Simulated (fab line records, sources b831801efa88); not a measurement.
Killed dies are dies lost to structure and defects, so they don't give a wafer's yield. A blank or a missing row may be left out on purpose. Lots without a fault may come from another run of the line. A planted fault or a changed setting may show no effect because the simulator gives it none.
A struck lot beside a sound one | flow sky130 | 28 steps out of a route of 708
Sound: wafers L610.1, L610.2, L610.6. Struck: wafers L621.1, L621.4, L621.5. The cause comes at the end.
At each step with rows: each side's tool, then ch and its chambers, then its first start. Under that, the readings that differ: sound wafers | struck wafers | difference of the means | sigmas: that difference in standard deviations of wafers without a fault.
alike: readings whose means differ by less than 2 such deviations, and words and numbers that are the same on both sides. not compared: withheld readings, readings that some wafer has no value for, bounds like >300 that may hide the same value, and numbers for which the record gives no deviation and whose values overlap.
The two part at a step that has a row with sigmas, a row that says differs or no value, or rows on one side only. Numbers that don't overlap but have no deviation are shown without sigmas and don't part them. A reading that every wafer of one side lacks parts them only if that side has two wafers or more.

first, 1 step without rows for these wafers: SKY_VIA4_ETCH_12 (etches SiO2 in C4F8/O2/Ar, stops on TiN, target depth 580 nm).
SKY_VIA4_STRIP_13: strips in O2/N2.
  sound on plasma_asher-04 ch 0,1, day 42 22:00; struck on plasma_asher-02 ch 0,1, day 46 05:37
  reading                     | sound       | struck      | difference | sigmas
  drypump_motor_current_A (A) | 5.2 5.1 5.2 | 5.9 6.0 5.9 | +0.8       | +2
  alike: n2_flow_sccm, oes_product_au, strip_time_to_endpoint_s
  not compared: rf_hours_counter_h
then, 5 steps without rows for these wafers: SKY_VIA4_STRIP_14 (strips in post etch residue remover, time 1200 s); SKY_VIA4_CLEAN_15 (cleans in IPA, time 180 s); SKY_VIA4_CLEAN_16 (cleans in O3/DIW); SKY_VIA4_SPUTTER_17 (material TiN, target thk 20 nm, time 80 s); SKY_VIA4_CVD_18 (deposits W, target thk 505 nm, time 152.14 s).
SKY_VIA4_RS_MEAS_19: measures by four-point-probe.
  sound on film_metro-01, day 42 22:51; struck on film_metro-02, day 46 06:28
  alike: VIA4_W_RS
SKY_VIA4_THK_MEAS_20: measures by xrf.
  sound on film_metro-01, day 42 22:58; struck on film_metro-02, day 46 06:35
  alike: VIA4_W_THK
then, 3 steps without rows for these wafers: SKY_VIA4_CMP_21 (polishes, stops on SiO2, t overpolish 25 s, target thk 0 nm); SKY_METAL5_SPUTTER_00 (material Ti, target thk 15 nm, time 10 s); SKY_METAL5_SPUTTER_01 (material TiN, target thk 20 nm, time 16.7 s).
SKY_METAL5_SPUTTER_02: material AlCu, target thk 1150 nm, time 61.2 s.
  sound on pvd_sputter-04, day 42 23:31; struck on pvd_sputter-04, day 46 06:59
  reading                                     | sound          | struck         | difference | sigmas
  model.AlCu_of_METAL5_SPUTTER_02.thk_nm (nm) | 1141 1145 1140 | 1226 1220 1226 | +82        |
  alike: throttle_valve_pct
SKY_METAL5_SPUTTER_03: material Ti, target thk 5 nm, time 3.3 s.
  sound on pvd_sputter-04, day 42 23:34; struck on pvd_sputter-04, day 46 07:02
  alike: throttle_valve_pct
SKY_METAL5_SPUTTER_04: material TiN, target thk 70 nm, time 58.3 s.
  sound on pvd_sputter-04, day 42 23:35; struck on pvd_sputter-04, day 46 07:04
  alike: throttle_valve_pct
SKY_METAL5_RS_MEAS_05: measures by four-point-probe.
  sound on film_metro-03, day 42 23:38; struck on film_metro-03, day 46 07:07
  reading                 | sound                | struck               | difference | sigmas
  METAL5_ALCU_RS (ohm/sq) | 0.0273 0.0271 0.0273 | 0.0254 0.0255 0.0254 | -0.0018    | -6
SKY_METAL5_THK_MEAS_06: measures by xrf.
  sound on film_metro-03, day 42 23:45; struck on film_metro-03, day 46 07:14
  reading              | sound          | struck         | difference | sigmas
  METAL5_ALCU_THK (nm) | 1127 1129 1129 | 1217 1208 1216 | +85        | +7
then, 7 steps without rows for these wafers: SKY_METAL5_DEHYDRATE_07 (time 60 s); SKY_METAL5_HMDS_08 (prime time 60 s); SKY_METAL5_COAT_09 (resist thk 1800 nm); SKY_METAL5_SOFTBAKE_10 (time 60 s); SKY_METAL5_EXPOSE_11 (exposes mask MM5, target cd 1600 nm); SKY_METAL5_PEB_12; SKY_METAL5_DEVELOP_13 (develop time 60 s).
SKY_METAL5_DESCUM_14: chemistry O2, time 11 s.
  sound on rie_metal-02 ch 0,1, day 43 22:47; struck on rie_metal-01 ch 0,1, day 47 03:30
  alike: drypump_motor_current_A, oes_product_au
  not compared: rf_hours_counter_h
SKY_METAL5_METAL_ETCH_15: etches the open film in Cl2/BCl3, stops on SiO2, target depth 1260 nm, time 252 s.
  sound on rie_metal-02 ch 0,1, day 43 22:50; struck on rie_metal-01 ch 0,1, day 47 03:32
  reading               | sound             | struck            | difference | sigmas
  oes_product_au (a.u.) | 0.894 0.897 0.883 | 0.915 0.910 0.911 | +0.021     | +4
  alike: bias_w, drypump_motor_current_A, throttle_valve_pct
  not compared: rf_hours_counter_h
SKY_METAL5_STRIP_16: strips in O2/N2.
  sound on plasma_asher-02 ch 0,1, day 43 23:08; struck on plasma_asher-03 ch 0,1, day 47 03:46
  reading               | sound             | struck            | difference | sigmas
  oes_product_au (a.u.) | 0.717 0.715 0.715 | 0.704 0.705 0.703 | -0.012     | -3
  alike: drypump_motor_current_A, n2_flow_sccm, strip_time_to_endpoint_s
  not compared: rf_hours_counter_h
SKY_PAD_OPEN_PROBE_99:
  sound on prober-02, day 45 21:55; struck on prober-01, day 48 20:57
  reading                      | sound                   | struck                  | difference | sigmas
  model.etest.met5.rs_ohm_sq   | 0.02742 0.02721 0.02752 | 0.02545 0.02568 0.02571 | -0.00177   |
  model.etest.met5.line_ohm_um | 0.01711 0.01699 0.01712 | 0.01599 0.01606 0.01605 | -0.00104   |
  alike: defect_limited_yield, killed_at_M0_to_M3, killed_at_M4_up, killed_at_contacts, killed_at_front_end, killed_at_other, killed_dies, killed_open, killed_short, sort_bin_3_pad_short, sort_bin_5_function, sort_bin_6_memory, sort_n_pass, sort_yield_pct

WHERE THEY PART
First at SKY_VIA4_STRIP_13; last, within this record, at SKY_METAL5_STRIP_16. Later steps at which nothing parts them and some readings are alike: SKY_PAD_OPEN_PROBE_99.

WHY: what the simulator had put in
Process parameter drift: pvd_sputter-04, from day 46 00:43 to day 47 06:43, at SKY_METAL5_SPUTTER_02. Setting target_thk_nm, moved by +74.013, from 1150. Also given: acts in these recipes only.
